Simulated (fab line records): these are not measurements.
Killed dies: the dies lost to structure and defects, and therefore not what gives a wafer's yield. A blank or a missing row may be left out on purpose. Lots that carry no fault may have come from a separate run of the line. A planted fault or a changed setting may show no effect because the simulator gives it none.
A struck lot beside a sound one	flow sfq-line	43 steps out of a route of 325
Sound: wafers L547.2, L547.4, L547.5. Struck: wafers L558.3, L558.5. (L558.1 of the same lot was not struck and is left out.) The cause comes at the end.
Each step with rows lists, per side, the tool, then ch with its chambers, then its first start. Under that, the readings that differ: sound wafers	struck wafers	difference of the means	sigmas: that difference in standard deviations of wafers without a fault.
alike: a reading whose means differ by less than 2 such deviations, as well as words and numbers matching on both sides. not compared: withheld readings; readings where some wafer has no value; bounds like >300 that might hide an equal value; numbers whose values overlap and for which the record gives no deviation.
A row with sigmas, a row that says differs or no value, or rows on one side alone: a step with any of these is where the two part. Numbers that don't overlap but have no deviation are shown without sigmas and don't part them. A reading that every wafer of one side lacks parts them only if that side has two wafers or more.

first, 3 steps without rows for these wafers: SFQ_TRILAYER_M5_LITHO_EXPOSE_124 (exposes mask M5, target cd 700 nm); SFQ_TRILAYER_M5_LITHO_PEB_126 (peb time 60 s); SFQ_TRILAYER_M5_LITHO_DEVELOP_125 (time 60 s).
SFQ_M5_OVL_MEAS_932:
  struck on overlay-02, day 49 22:00; sound on overlay-02, day 46 10:06
  alike: M5_OVL
then, 1 step without rows for these wafers: SFQ_TRILAYER_M5_BARC_OPEN_METAL_ETCH_161 (etches BARC in O2, target depth 125 nm, time 41.7 s).
SFQ_TRILAYER_M5_ETCH_METAL_ETCH_126: etches Nb in Cl2/BCl3, stops on SiO2, time 203.2 s, target depth 265 nm.
  sound on rie-metal-01 ch 0, day 46 10:19; struck on rie-metal-04 ch 0,1, day 49 22:05
reading	sound	struck	difference	sigmas
drypump-motor-current-A (A)	5.0 5.0 5.0	6.0 5.8	+0.9	+2
  alike: oes-product-au
  not compared: rf-hours-counter-h
SFQ_TRILAYER_M5_STRIP_STRIP_127: strips in O2.
  sound on rie-metal-01 ch 0, day 46 10:50; struck on rie-metal-04 ch 0,1, day 49 22:17
reading	sound	struck	difference	sigmas
drypump-motor-current-A (A)	5.0 5.0 5.0	6.0 5.9	+1.0	+2
  alike: oes-product-au
  not compared: rf-hours-counter-h
then, 5 steps without rows for these wafers: SFQ_TRILAYER_M5_STRIP_SOLV_CLEAN_128 (cleans in NMP, time 600 s); SFQ_TRILAYER_A5B_DEP_PECVD_129 (deposits SiO2 from SiH4/N2O, time 133.33 s, target thk 600 nm); SFQ_TRILAYER_A5B_CMP_CMP_130 (polishes, stops on Nb, target thk 340.7 nm); SFQ_TRILAYER_A5B_METRO_MEASURE_131; SFQ_TRILAYER_R5_DEP_SPUTTER_132 (material Ti, target thk 5 nm, time 5 s).
SFQ_TRILAYER_R5_DEP_SPUTTER_133: material MoNx, target thk 40 nm, time 66.7 s.
  struck on pvd-sputter-05, day 51 14:49; sound on pvd-sputter-04, day 48 02:49
reading	sound	struck	difference	sigmas
cathode-dc-power-W (W)	999.97 999.85 999.75	1000.2 1000.3	+0.4	+2
model.MoNx_of_TRILAYER_R5_DEP_SPUTTER_133.thk-nm (nm)	41.22 40.73 41.28	38.85 38.3	-2.50	
  alike: throttle-valve-pct
SFQ_TRILAYER_R5_DEP_SPUTTER_134: material Ti, target thk 5 nm, time 5 s.
  struck on pvd-sputter-05, day 51 14:52; sound on pvd-sputter-04, day 48 02:52
  alike: cathode-dc-power-W, throttle-valve-pct
SFQ_R5_RS_MEAS_933: measurement is done with a four-point probe.
  struck on film-metro-01, day 51 14:53; sound on film-metro-03, day 48 02:55
reading	sound	struck	difference	sigmas
R5_MONX_RS (ohm/sq)	6.84 6.94 6.85	7.27 7.34	+0.43	+5
SFQ_R5_THK_MEAS_934: measures by xrf.
  struck on film-metro-01, day 51 15:01; sound on film-metro-03, day 48 03:01
reading	sound	struck	difference	sigmas
R5_MONX_THK (nm)	42.0 41.8 42.1	39.7 39.3	-2.5	-5
then, 6 steps without rows for these wafers: SFQ_TRILAYER_R5_LITHO_COAT_141 (resist thk 62 nm); SFQ_TRILAYER_R5_LITHO_COAT_136 (resist thk 600 nm); SFQ_TRILAYER_R5_LITHO_SOFTBAKE_140; SFQ_TRILAYER_R5_LITHO_EXPOSE_137 (exposes mask R5, target cd 500 nm); SFQ_TRILAYER_R5_LITHO_PEB_139 (peb time 60 s); SFQ_TRILAYER_R5_LITHO_DEVELOP_138 (time 60 s).
-- the record jumps here: 5 days lie between the struck wafers' starts before and after --
SFQ_R5_OVL_MEAS_935:
  struck on overlay-01, day 56 03:27; sound on overlay-02, day 52 06:24
  alike: R5_OVL
SFQ_TRILAYER_R5_BARC_OPEN_METAL_ETCH_177: etches BARC in O2, target depth 125 nm, time 41.7 s.
  sound on rie-metal-01 ch 0,1, day 52 06:26; struck on rie-metal-04 ch 0,1, day 56 03:29
  alike: drypump-motor-current-A, oes-product-au
  not compared: rf-hours-counter-h
then, 1 step without rows for these wafers: SFQ_TRILAYER_R5_ETCH_METAL_ETCH_139 (etches the open film in Cl2, stops on SiO2, target depth 60 nm, time 40 s).
SFQ_TRILAYER_R5_STRIP_STRIP_140: strips in O2.
  sound on rie-metal-01 ch 0,1, day 52 06:33; struck on rie-metal-04 ch 0,1, day 56 03:36
  alike: drypump-motor-current-A, oes-product-au
  not compared: rf-hours-counter-h
then, 8 steps without rows for these wafers: SFQ_TRILAYER_R5_STRIP_SOLV_CLEAN_141 (cleans in NMP, time 600 s); SFQ_TRILAYER_A5C_DEP_PECVD_142 (deposits SiO2 from SiH4/N2O, time 15.556 s, target thk 70 nm); SFQ_TRILAYER_I5_LITHO_COAT_149 (resist thk 62 nm); SFQ_TRILAYER_I5_LITHO_COAT_144 (resist thk 650 nm); SFQ_TRILAYER_I5_LITHO_SOFTBAKE_148; SFQ_TRILAYER_I5_LITHO_EXPOSE_145 (exposes mask I5, target cd 700 nm); SFQ_TRILAYER_I5_LITHO_PEB_147 (peb time 60 s); SFQ_TRILAYER_I5_LITHO_DEVELOP_146 (time 60 s).
SFQ_I5_OVL_MEAS_936:
  struck on overlay-02, day 57 10:40; sound on overlay-01, day 52 23:08
  alike: I5_OVL
then, 7 steps without rows for these wafers: SFQ_TRILAYER_I5_BARC_OPEN_VIA_ETCH_200 (etches BARC in O2, target depth 125 nm, time 41.7 s); SFQ_TRILAYER_I5_ETCH_VIA_ETCH_147 (etches the open film in CHF3, stops on Nb, target depth 360 nm); SFQ_TRILAYER_I5_STRIP_STRIP_148 (strips in O2); SFQ_TRILAYER_I5_STRIP_SOLV_CLEAN_149 (cleans in NMP, time 600 s); SFQ_TRILAYER_C5_LITHO_COAT_156 (resist thk 62 nm); SFQ_TRILAYER_C5_LITHO_COAT_151 (resist thk 650 nm); SFQ_TRILAYER_C5_LITHO_SOFTBAKE_155.
-- the record jumps here: 16 days lie between the struck wafers' starts before and after --
SFQ_M8_BOW_MEAS_951:
  struck on film-metro-01, day 73 05:57; sound on film-metro-04, day 70 13:26
reading	sound	struck	difference	sigmas
model.etest.r5.ohm-um	13.74 13.98 13.73	14.47 14.66	+0.75	
model.etest.c5.link-ohm	7.785 7.884 7.787	8.215 8.318	+0.448	
model.etest.r5.ohm-sq	6.837 6.92 6.827	7.253 7.358	+0.444	
  alike: M8_BOW

== WHERE THEY PART ==
Last at SFQ_R5_THK_MEAS_934 as far as this record goes, first at SFQ_TRILAYER_M5_ETCH_METAL_ETCH_126. Later steps at which nothing parts them and some readings are alike: SFQ_R5_OVL_MEAS_935, SFQ_TRILAYER_R5_BARC_OPEN_METAL_ETCH_177, SFQ_TRILAYER_R5_STRIP_STRIP_140, SFQ_I5_OVL_MEAS_936, SFQ_M8_BOW_MEAS_951.

WHY: what had been put in by the simulator
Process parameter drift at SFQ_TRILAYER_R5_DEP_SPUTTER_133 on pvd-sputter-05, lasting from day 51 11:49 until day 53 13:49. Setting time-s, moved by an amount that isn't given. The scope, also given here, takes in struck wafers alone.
